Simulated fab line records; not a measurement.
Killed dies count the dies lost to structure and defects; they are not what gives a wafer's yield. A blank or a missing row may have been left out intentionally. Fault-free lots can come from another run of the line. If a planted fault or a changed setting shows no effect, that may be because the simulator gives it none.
One fault through the eyes of 2 desks ; flow gf180mcu ; numbers are kept per desk, each desk with only its own; the story behind them comes last

## DESK OF THE TOOL OWNER: litho-track-04
The tool's own readings at GF_STI_DEVELOP_11 (develop time 60 s): means of the sampled wafers that have a number, for each lot that ran on this tool. The brackets show how far a lot's mean lies from the usual mean; more than 4 standard deviations puts the lot out of limits, marked OUT.
Columns: A = chill-plate-temp-C at GF_STI_DEVELOP_11, usual 23.02 C
lot;first seen here;A
L827;day 5 01:05;22.84
L830;day 5 15:52;23.08
This desk's finding: nothing out of limits on any of the 2 lots.

## FROM THE METROLOGY DESK
Lot by lot, what the gauges showed, no matter which tool ran the lot: averages of those sampled wafers that carry a number. The brackets show how far a lot's mean lies from the usual mean; more than 4 standard deviations puts the lot out of limits, marked OUT.
Columns: A = INCOMING_BOW at GF_STI_BOW_MEAS_00, usual 0 um; B = STI_OXIDATION_THK at GF_STI_THK_MEAS_02, usual 10.18 nm; C = STI_CVD_03_THK at GF_STI_THK_MEAS_04, usual 207.4 nm; D = cd-nm at GF_STI_CD_MEAS_12, usual 219.8 nm
lot;first seen here;A;B;C;D
L818;day 2 11:00;-8;10.18;206.1;-
L819;day 2 16:01;-6;10.29;203.8;-
L826;day 4 03:01;3;10.39;207.3;220.8
L827;day 4 08:00;2;10.19;209.8;216.6
L830;day 4 23:04;7;10.16;205.2;219.0
L833;day 5 14:00;2;10.01;207.9;219.7
This desk's finding: nothing out of limits on any of the 6 lots.

## ALL TOGETHER
Nothing out of limits was seen by the tool owner's desk.
At the metrology desk, nothing out of limits was observed.

## WHAT THE SIMULATOR HAD INSERTED
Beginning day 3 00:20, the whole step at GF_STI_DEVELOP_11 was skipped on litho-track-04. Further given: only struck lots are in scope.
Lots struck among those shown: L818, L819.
